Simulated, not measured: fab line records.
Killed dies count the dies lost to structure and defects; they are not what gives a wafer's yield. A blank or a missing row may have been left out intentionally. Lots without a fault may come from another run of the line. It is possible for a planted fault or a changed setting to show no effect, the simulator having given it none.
Matching of chambers | flow sky130 | 4 sister chambers for SKY_VIA4_ETCH_12 on rie-diel-02
The step etches SiO2 in C4F8/O2/Ar, stops on TiN, target depth 580 nm. 8 wafers are shown with their chamber, then 7 later ones without.

EACH WAFER AND ITS CHAMBER
wafer  | chamber | oes-product-au (a.u.)
L077.1 | 1       | 0.922
L081.2 | 3       | 0.924
L081.6 | 3       | 0.925
L085.1 | 0       | 0.927
L085.2 | 2       | 0.926
L085.5 | 0       | 0.923
L086.2 | 1       | 0.928
L086.3 | 2       | 0.929

WAFERS WHOSE CHAMBER IS MISSING
wafer  | oes-product-au (a.u.)
L086.6 | 0.919
L088.1 | 0.926
L088.4 | 0.929
L088.5 | 0.928
L089.1 | 0.927
L089.4 | 0.931
L089.6 | 0.925

CHAMBER TAKEN BY EACH
wafer  | from the rows above               | in truth
L086.6 | can't be placed: 3 or 0 or 1 or 2 | 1
L088.1 | can't be placed: 0 or 1 or 2 or 3 | 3
L088.4 | can't be placed: 2 or 0 or 1 or 3 | 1
L088.5 | can't be placed: 2 or 0 or 1 or 3 | 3
L089.1 | can't be placed: 2 or 0 or 1 or 3 | 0
L089.4 | can't be placed: 2 or 0 or 1 or 3 | 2
L089.6 | can't be placed: 0 or 1 or 3 or 2 | 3
Placed correctly: 0 of 7. From these rows, 7 cannot be placed; in 7 the true chamber is one of the candidates. Number placed wrongly: 0.
How it was worked out, from the rows above alone: a wafer's distance from a chamber is the root of the sum, over the readings, of the square of ((its reading less the chamber's mean) divided by the reading's scatter). The wafer belongs to the nearest chamber; if the next one is less than 2 further off, it can't be placed. The mean given for a chamber averages the wafers shown for that chamber. How the scatter is found: for the shown wafers, subtract from each reading the mean of its chamber, square and add these, divide the total by (wafers less chambers), then take the root.
